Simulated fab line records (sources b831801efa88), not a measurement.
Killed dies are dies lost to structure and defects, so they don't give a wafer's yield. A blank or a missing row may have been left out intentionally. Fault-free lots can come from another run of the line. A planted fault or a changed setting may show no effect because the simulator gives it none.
The tool behind it: which one? ; flow sky130 ; at 1 step of a route of 708, 7 lots with 21 wafers sampled

WHAT EACH GAUGE READ, for each wafer
SKY_SONOS_ONO_THK_MEAS_05.
lot;measured;on;SONOS_ONO_CVD_04_THK (nm)
L185;day 12 16:49;filmMetro-03;5.85 5.76 5.83
L187;day 13 06:43;filmMetro-03;5.72 5.73 5.77
L189;day 13 21:48;filmMetro-01;5.77 5.73 5.76
L191;day 14 13:04;filmMetro-01;5.75 5.75 5.75
L193;day 15 01:47;filmMetro-01;5.88 5.84 5.92
L202;day 18 04:20;filmMetro-03;5.67 5.72 5.74
L205;day 19 20:24;filmMetro-03;5.85 5.97 5.85

TOOL THAT RAN EACH LOT (tool first, then ch and the chambers of the sampled wafers, then the start)
No process step before these readings appears in the record.

THE ANSWER, worked out from the rows above alone
Rule: the lots themselves supply what counts as usual. The widest of any qualifying gaps counts: lots, ordered by their means at a reading, are off when they make up no more than a third of the lots, leave a main group of 4 or more, and stand apart from it by 3 or more times the standard deviation of that group's means. Not used: any main group whose means are identical at the precision the tables above print for the reading. A lot without any number at a reading at which 4 lots or more have one is off too. All remaining lots with rows at the step are treated as sound.
Nothing can be told from this: no lot is off at any reading shown.

WHAT THE SIMULATOR HAD PUT IN
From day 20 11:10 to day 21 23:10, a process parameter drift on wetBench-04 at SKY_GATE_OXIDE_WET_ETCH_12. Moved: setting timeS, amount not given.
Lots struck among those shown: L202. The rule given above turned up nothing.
